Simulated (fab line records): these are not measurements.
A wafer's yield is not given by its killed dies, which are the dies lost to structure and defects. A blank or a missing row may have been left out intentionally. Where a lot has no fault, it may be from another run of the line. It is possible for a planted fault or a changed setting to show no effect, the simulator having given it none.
fab line records	flow sky130
[record] lots = 5	wafers = 14	last-day = 50
route steps=708 shown VT_ADJUST_PCH@148 SONOS_TUNNEL@154 PAD_OPEN@708
lots with no fault: from the same line, run without faults
start-h: hours from the record's first day to the start of the lot's first wafer shown	wait-h: hours from the lot's prior step to this one	" as in the row above	L1.1+2: a single row standing in for several wafers	- no value present, or no start provided	* or withheld: withheld	< > ~ a bound
route shown NAME@n: a module of which the file shows steps, and the number in the route of the first	usual: mean and standard deviation over wafers with no fault	same: alike in all rows	chamber/n: place in a boat	sites: each site's reading	_std_site: how widely they spread, as a standard deviation	_edge_site: the outer-site mean with the inner-site mean subtracted	radius-mm: for every site, how far away it sits from the centre of the wafer	mask NAME#n: copy n	behind: tool/chamber where the wafer was last shaped	hold: the reason the lot was held/the length of the hold in hours/how it ended	device: whichever transistor did not switch (one of n, p or np)	end of line: at the end of the route, the tests of the same wafers	where a step has no rows: the recipe by itself	killed: count of dies lost to structure and defects at first sort (not the wafer's yield)	map: per-die view of a wafer (x killed, . not killed, _ where there is no die)
set.NAME: the setting that was run; set.NAME@STEP: the one run at that earlier step	model.NAME: the simulator's own value behind a step, which no gauge read
lots at some steps of the route; a table a step, a row a wafer
services: when a tool's chamber went out of use (start-h, in hours from the record's first day, below 0 if earlier), for how many hours, and the reason
[[steps]]
[step SKY_VT_ADJUST_PCH_PEB_05]
[recipe] temp-c = 115	time-s = withheld
[step SKY_VT_ADJUST_PCH_DEVELOP_06]
[recipe] wall-angle-deg = 90	developer = TMAH	develop-time-s = 60	dev-temp-c = 23
[step SKY_VT_ADJUST_PCH_OVL_MEAS_07]
[usual] VT_ADJUST_PCH_OVL = 0.3/1.6
lot.wafer	tool	chamber	start-h	wait-h	VT_ADJUST_PCH_OVL[nm]
L895.1	overlay-02	-	252.46	-	3.0
L895.2	"	-	"	"	2.3
L895.4	"	-	"	"	-0.3
L897.1	overlay-01	-	270.96	-	0.5
L897.2	"	-	"	"	1.2
L897.6	"	-	"	"	-0.5
L903.1	overlay-01	-	318.29	-	1.4
L903.6	"	-	"	"	-0.2
L910.1	overlay-01	-	374.94	-	2.9
L910.3	"	-	"	"	0.8
L910.5	"	-	"	"	1.4
L912.2	overlay-02	-	388.98	-	-0.1
L912.4	"	-	"	"	-1.8
L912.5	"	-	"	"	-0.4
[step SKY_VT_ADJUST_PCH_IMPLANT_08]
[recipe] species = B	energy-kev = 10	dose-cm2 = 5e+11	tilt-deg = withheld
[step SKY_VT_ADJUST_PCH_STRIP_09]
[recipe] chemistry = O2/N2	power-w = 1400	pressure-mtorr = 1500	platen-temp-c = withheld	o2-flow-sccm = 3000	n2-flow-sccm = 300	overash-fraction = 0.5
[usual] drypump-motor-current-A = 5.71/0.28	oes-product-au = 0.722/0.0042	strip-time-to-endpoint-s = 36.97/0.094
lot.wafer	tool	chamber	start-h	wait-h	drypump-motor-current-A	oes-product-au	rf-hours-counter-h	strip-time-to-endpoint-s
L895.1	plasma-asher-01	1	252.64	0.1	5.55	0.725	44	36.87
L895.2	"	0	"	"	5.29	0.717	44	36.99
L895.4	"	1	"	"	5.55	0.722	-	36.92
L897.1	plasma-asher-03	1	271.14	0.1	5.48	0.718	58	37.08
L897.2	"	0	"	"	5.74	0.715	58	37.11
L897.6	"	1	"	"	5.48	0.718	-	37.17
L903.1	plasma-asher-03	0	318.47	0.1	5.71	0.725	63	36.82
L903.6	"	0	"	"	5.73	0.722	-	36.87
L910.1	plasma-asher-04	0	375.12	0.1	5.80	0.724	24	36.89
L910.3	"	0	"	"	5.76	0.717	-	37.03
L910.5	"	0	"	"	5.80	0.725	-	37.10
L912.2	plasma-asher-04	1	389.16	0.1	6.28	0.717	26	36.77
L912.4	"	0	"	"	5.77	0.724	-	36.92
L912.5	"	1	"	"	6.22	0.720	-	36.93
[step SKY_VT_ADJUST_PCH_TW_MEAS_10]
[usual] VT_ADJUST_PCH_TW = 142.9/0.73
lot.wafer	tool	chamber	start-h	wait-h	VT_ADJUST_PCH_TW
L895.1	film-metro-02	-	252.74	0.1	141.9
L895.2	"	-	"	"	142.4
L895.4	"	-	"	"	143.3
L897.1	film-metro-04	-	271.24	0.1	143.3
L897.2	"	-	"	"	143.1
L897.6	"	-	"	"	143.3
L903.1	film-metro-04	-	318.57	0.1	143.1
L903.6	"	-	"	"	142.4
L910.1	film-metro-04	-	375.22	0.1	142.0
L910.3	"	-	"	"	143.6
L910.5	"	-	"	"	142.7
L912.2	film-metro-02	-	389.27	0.1	141.5
L912.4	"	-	"	"	142.3
L912.5	"	-	"	"	142.3
[step SKY_SONOS_TUNNEL_DEHYDRATE_00]
[recipe] temp-c = 200	time-s = 60
[step SKY_SONOS_TUNNEL_HMDS_01]
[recipe] prime-time-s = 60	prime-temp-c = 120
[step SKY_SONOS_TUNNEL_COAT_02]
[recipe] resist = NOVOLAK	spin-rpm = 3000	resist-thk-nm = 1140
[step SKY_SONOS_TUNNEL_SOFTBAKE_03]
[recipe] temp-c = 90	time-s = 60	resist = NOVOLAK
[step SKY_SONOS_TUNNEL_EXPOSE_04]
[recipe] mask-id = TUNM	na = 0.6	source-shape = conventional	sigma-outer = 0.6	polarization = unpolarized	target-cd-nm = 410	dose-mj = 136
[step SKY_SONOS_TUNNEL_PEB_05]
[recipe] temp-c = withheld	time-s = *	resist = NOVOLAK
[step SKY_SONOS_TUNNEL_DEVELOP_06]
[recipe] resist = NOVOLAK	developer = TMAH	develop-time-s = 60	dev-temp-c = 23
[usual] resist-line-temp-C = 23.01/0.089
lot.wafer	tool	chamber	start-h	wait-h	resist-line-temp-C
L895.1	litho-track-04	0	276.54	0.1	23.01
L895.2	"	0	"	"	23.16
L895.4	"	0	"	"	23.17
L897.1	litho-track-02	0	295.17	0.1	23.00
L897.2	"	0	"	"	23.08
L897.6	"	0	"	"	22.96
L903.1	litho-track-02	0	344.62	0.1	23.06
L903.6	"	0	"	"	23.07
L910.1	litho-track-04	0	404.14	0.1	23.04
L910.3	"	0	"	"	23.06
L910.5	"	0	"	"	23.08
L912.2	litho-track-04	0	417.51	0.1	23.02
L912.4	"	0	"	"	22.89
L912.5	"	0	"	"	22.91
[step SKY_SONOS_TUNNEL_CD_MEAS_07]
[recipe] target-cd-nm = 410
[usual] cd-nm = 410.0/2.3
lot.wafer	tool	chamber	start-h	wait-h	cd-nm
L895.1	cd-sem-02	-	276.69	0.1	415.9
L895.2	"	-	"	"	413.3
L895.4	"	-	"	"	414.7
L897.1	cd-sem-01	-	295.32	0.1	407.9
L897.2	"	-	"	"	407.8
L897.6	"	-	"	"	407.1
L903.1	cd-sem-02	-	344.77	0.1	406.1
L903.6	"	-	"	"	401.9
L910.1	cd-sem-01	-	404.29	0.1	408.2
L910.3	"	-	"	"	407.7
L910.5	"	-	"	"	407.4
L912.2	cd-sem-02	-	417.66	0.1	410.5
L912.4	"	-	"	"	405.4
L912.5	"	-	"	"	410.4
[step SKY_SONOS_TUNNEL_OVL_MEAS_08]
[usual] SONOS_TUNNEL_OVL = 0.0/1.3
lot.wafer	tool	chamber	start-h	wait-h	SONOS_TUNNEL_OVL[nm]
L895.1	overlay-02	-	276.81	0.1	0.2
L895.2	"	-	"	"	-0.5
L895.4	"	-	"	"	-0.2
L897.1	overlay-01	-	295.44	0.1	-0.1
L897.2	"	-	"	"	-0.7
L897.6	"	-	"	"	0.4
L903.1	overlay-02	-	344.89	0.1	-0.6
L903.6	"	-	"	"	0.3
L910.1	overlay-02	-	404.41	0.1	1.1
L910.3	"	-	"	"	1.3
L910.5	"	-	"	"	2.0
L912.2	overlay-01	-	417.76	0.1	0.3
L912.4	"	-	"	"	1.2
L912.5	"	-	"	"	-0.9
[step SKY_PAD_OPEN_PROBE_99]
[usual] killed_at_M0_to_M3 = 45/6.9	killed_at_M4_up = 3.0/1.7	killed-at-contacts = 25/5.6	killed-at-front-end = 15/4.2	killed-at-other = 0.3/0.55	killed-dies = 89/9.6	killed-open = 49/7.2	killed-short = 39/6.5
[same] gross-dies = 492	killed-at-back-side = 0
lot.wafer	tool	chamber	start-h	wait-h	killed_at_M0_to_M3	killed_at_M4_up	killed-at-contacts	killed-at-front-end	killed-at-other	killed-dies	killed-open	killed-short
L895.1	prober-02	-	1092.55	0.1	40	2	17	16	0	75	43	32
L895.2	prober-02	-	1092.60	0.1	40	5	19	13	0	77	50	27
L895.4	prober-02	-	1092.70	0.2	38	2	22	12	0	74	42	32
L897.1	prober-01	-	1128.59	0.1	53	3	22	13	1	92	51	41
L897.2	prober-01	-	1128.64	0.1	48	5	20	14	0	87	47	40
L897.6	prober-01	-	1128.84	0.2	37	3	21	12	2	75	35	38
L903.1	prober-01	-	1148.38	0.1	40	5	24	15	0	84	48	36
L903.6	prober-01	-	1148.63	0.2	32	4	29	19	0	84	55	29
// killed by level:class
L895.1 VIA1:geometric-particle:open=12 VIA3:geometric-particle:open=10 CONTACT:geometric-particle:open=7 FIELD_ISO:geometric-particle:open=5 POLY_GATE:geometric-particle:short=4 METAL3:geometric-particle:short=4 POLY_GATE:geometric-particle:open=3 LOCAL_INTERCONNECT:geometric-particle:short=3
L895.2 VIA1:geometric-particle:open=17 CONTACT:geometric-particle:open=10 VIA3:geometric-particle:open=6 FIELD_ISO:geometric-particle:short=4 LI_CONTACT:geometric-particle:open=4 METAL2:geometric-particle:short=4 VIA2:geometric-particle:short=3 VIA2:geometric-particle:open=3
L895.4 VIA1:geometric-particle:open=13 LI_CONTACT:geometric-particle:open=9 VIA1:geometric-particle:short=6 VIA3:geometric-particle:open=5 LOCAL_INTERCONNECT:geometric-particle:short=4 CONTACT:geometric-particle:open=4 FIELD_ISO:geometric-particle:open=3 POLY_CUT:geometric-particle:short=3
L897.1 VIA1:geometric-particle:open=15 LI_CONTACT:geometric-particle:open=9 METAL2:geometric-particle:short=8 VIA3:geometric-particle:open=7 FIELD_ISO:geometric-particle:open=5 POLY_GATE:geometric-particle:short=5 VIA2:geometric-particle:open=5 VIA3:geometric-particle:short=5
L897.2 VIA1:geometric-particle:open=11 LOCAL_INTERCONNECT:geometric-particle:short=7 CONTACT:geometric-particle:open=7 VIA3:geometric-particle:open=7 METAL1:geometric-particle:short=6 VIA1:geometric-particle:short=5 METAL2:geometric-particle:short=5 VIA2:geometric-particle:open=5
L897.6 VIA1:geometric-particle:open=8 VIA1:geometric-particle:short=6 LI_CONTACT:geometric-particle:open=6 FIELD_ISO:geometric-particle:open=5 LI_CONTACT:geometric-particle:short=5 CONTACT:geometric-particle:open=5 METAL2:geometric-particle:short=5 FIELD_ISO:geometric-particle:short=3
L903.1 VIA1:geometric-particle:open=10 CONTACT:geometric-particle:open=9 VIA3:geometric-particle:open=7 LOCAL_INTERCONNECT:geometric-particle:short=6 METAL2:geometric-particle:short=5 FIELD_ISO:geometric-particle:short=4 FIELD_ISO:geometric-particle:open=4 METAL1:geometric-particle:open=4
L903.6 CONTACT:geometric-particle:open=13 VIA1:geometric-particle:open=8 LI_CONTACT:geometric-particle:open=7 FIELD_ISO:geometric-particle:open=5 POLY_GATE:geometric-particle:open=5 VIA3:geometric-particle:open=5 VIA2:geometric-particle:open=5 POLY_GATE:geometric-particle:short=4
[[services]]
tool	chamber	start-h	hours	kind
plasma-asher-04	-	260.32	7.4	repair
plasma-asher-01	-	264.31	7.3	repair
plasma-asher-01	-	282.63	1.5	repair
plasma-asher-04	-	287.19	1.5	repair
plasma-asher-01	-	341.27	2.0	repair
[[key]]
[first-sign] step = SKY_SONOS_TUNNEL_CD_MEAS_07	reading = cd-nm	direction = down	sigmas = 3.5	usual = 410.0	struck = 401.9
effect none on later readings
met-at SKY_SONOS_TUNNEL_DEVELOP_06
struck-wafers L903.6
tester-left-out L903
onset-between 295.17 344.62
[fault] kind = process-parameter-drift	tool = litho-track-02	chamber = -	onset-h = 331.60	steps = SKY_SONOS_TUNNEL_DEVELOP_06	channel = develop-time-s	offset = *	shape = step	end-h = 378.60	scope = struck-wafers-only	acts-in = *	stated = *
// tester-left-out: of these lots the tester's yield and bins aren't shown, on N5 and GAA mostly nor the transistor test; their killed dies are dies lost to structure and defects alone, not to doping, threshold or leakage, so they don't give the yield
